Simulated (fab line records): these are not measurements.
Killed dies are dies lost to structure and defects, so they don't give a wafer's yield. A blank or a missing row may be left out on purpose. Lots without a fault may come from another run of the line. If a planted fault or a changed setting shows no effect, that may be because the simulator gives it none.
A sampling plan put to the test | flow sky130 | one fab line, 13 faults that these records tell of, each judged on the records of the lots that it struck; 8 more are left out, because the records don't allow judging them
Plan = the line's own looks (route steps where a gauge or an inspection reads the wafer without altering it). A look is open to judgement when struck wafers have a number at it and the file gives its usual mean and standard deviation on fault-free wafers. Caught: at a look after the fault's first step, the mean of the struck wafers lies 4 or more of those standard deviations (sigma) from the usual mean. On the tool: the same test on the tool's own readings at the fault's steps. Caught also covers a different recipe on the struck wafers, or a record left blank for those wafers only.

THE FAULTS, as the simulator had put them in
1. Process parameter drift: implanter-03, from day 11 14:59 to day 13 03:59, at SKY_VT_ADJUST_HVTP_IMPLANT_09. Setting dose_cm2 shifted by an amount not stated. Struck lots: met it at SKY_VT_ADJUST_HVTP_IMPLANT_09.
2. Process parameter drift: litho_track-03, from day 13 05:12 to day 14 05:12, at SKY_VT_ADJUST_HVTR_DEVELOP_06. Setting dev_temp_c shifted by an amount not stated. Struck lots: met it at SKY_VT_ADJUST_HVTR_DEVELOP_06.
3. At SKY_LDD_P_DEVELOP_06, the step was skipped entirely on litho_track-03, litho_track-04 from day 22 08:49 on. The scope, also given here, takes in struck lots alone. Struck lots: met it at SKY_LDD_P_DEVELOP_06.
4. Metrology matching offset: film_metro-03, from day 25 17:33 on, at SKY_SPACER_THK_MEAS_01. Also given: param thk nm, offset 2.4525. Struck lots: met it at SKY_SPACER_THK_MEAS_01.
5. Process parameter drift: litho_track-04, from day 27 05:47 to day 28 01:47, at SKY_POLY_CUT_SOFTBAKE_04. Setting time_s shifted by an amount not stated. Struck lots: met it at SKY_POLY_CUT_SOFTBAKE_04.
6. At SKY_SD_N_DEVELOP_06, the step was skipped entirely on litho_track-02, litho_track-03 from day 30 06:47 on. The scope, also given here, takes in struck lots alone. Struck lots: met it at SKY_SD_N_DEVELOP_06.
7. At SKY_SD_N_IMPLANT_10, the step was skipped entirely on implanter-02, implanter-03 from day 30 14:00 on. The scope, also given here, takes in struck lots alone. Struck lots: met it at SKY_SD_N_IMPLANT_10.
8. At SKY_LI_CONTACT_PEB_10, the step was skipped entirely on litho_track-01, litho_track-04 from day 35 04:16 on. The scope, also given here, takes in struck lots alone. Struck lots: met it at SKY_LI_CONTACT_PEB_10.
9. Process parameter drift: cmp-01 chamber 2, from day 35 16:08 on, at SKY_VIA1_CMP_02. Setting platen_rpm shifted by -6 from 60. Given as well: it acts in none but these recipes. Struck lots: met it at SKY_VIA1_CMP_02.
10. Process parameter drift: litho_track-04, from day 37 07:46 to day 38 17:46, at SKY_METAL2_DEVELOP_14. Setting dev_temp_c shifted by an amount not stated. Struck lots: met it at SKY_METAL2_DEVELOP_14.
11. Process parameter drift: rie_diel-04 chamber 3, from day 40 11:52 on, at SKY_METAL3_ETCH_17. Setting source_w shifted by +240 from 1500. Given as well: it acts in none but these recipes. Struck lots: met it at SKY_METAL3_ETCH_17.
12. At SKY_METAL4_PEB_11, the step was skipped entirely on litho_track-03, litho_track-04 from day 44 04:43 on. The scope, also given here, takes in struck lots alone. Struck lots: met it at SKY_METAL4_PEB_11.
13. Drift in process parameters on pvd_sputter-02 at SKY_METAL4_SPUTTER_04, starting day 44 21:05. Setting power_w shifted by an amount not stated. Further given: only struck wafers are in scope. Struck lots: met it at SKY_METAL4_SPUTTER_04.

WHAT THE PLAN SAW
fault | on the tool itself                               | first look that catches it                   | reading, sigma | median hours from its first step to that look | hours from the fault's start to the first struck lot there | judged looks passed uncaught
1     | dose_ions_cm2 +98 sigma                          | not the one look that can be judged after it | -              | -                                             | -                                                          | 1
2     | developer_temp_C -8.9 sigma                      | no look after it can be judged               | -              | -                                             | -                                                          | 0
3     | the tool's record is blank for the struck wafers | not the one look that can be judged after it | -              | -                                             | -                                                          | 1
4     | SPACER_CVD_00_THK +6.3 sigma                     | no look after it can be judged               | -              | -                                             | -                                                          | 0
5     | run_length_s +31 sigma                           | no look after it can be judged               | -              | -                                             | -                                                          | 0
6     | the tool's record is blank for the struck wafers | not the one look that can be judged after it | -              | -                                             | -                                                          | 1
7     | the tool's record is blank for the struck wafers | SKY_SD_N_RS_MEAS_16                          | SD_N_RS +16    | 0.6                                           | 3                                                          | 0
8     | no reading that can be judged                    | no look after it can be judged               | -              | -                                             | -                                                          | 0
9     | platen_rpm -99 or beyond sigma                   | no look after it can be judged               | -              | -                                             | -                                                          | 0
10    | developer_temp_C +8.6 sigma                      | no look after it can be judged               | -              | -                                             | -                                                          | 0
11    | rf_fwd_power_W +46 sigma                         | no look after it can be judged               | -              | -                                             | -                                                          | 0
12    | no reading that can be judged                    | no look after it can be judged               | -              | -                                             | -                                                          | 0
13    | cathode_dc_power_W +99 or beyond sigma           | no look after it can be judged               | -              | -                                             | -                                                          | 0
A dash: this means the fault isn't caught or the number doesn't appear in these records.

Caught at a look: 1 of 13. Caught on the tool: 11 of 13. By one or the other: 11 of 13.
Caught on the tool alone: faults 1, 2, 3, 4, 5, 6, 9, 10, 11, 13.
Caught by neither: faults 8, 12.

THINNER SAMPLING
If the look that catches a fault measured only every second or every third lot, by lot number, the first struck lot would be measured this late in the worst case:
fault | struck lots at that look, in order of time | every lot | every second lot | every third lot
7     | L260, L261                                 | 3 h       | 13 h             | may miss all 2
Hours: fault start to first struck lot measured. The limit of 4 sigma was tested on all struck wafers together, so one lot alone may lie under it. Other struck lots may not be in these records.

THE LONGEST TIMED WAY FROM STEP TO LOOK
Fault 7: median gap of 0.6 hours between SKY_SD_N_IMPLANT_10 and SKY_SD_N_RS_MEAS_16. No look between them can be judged.
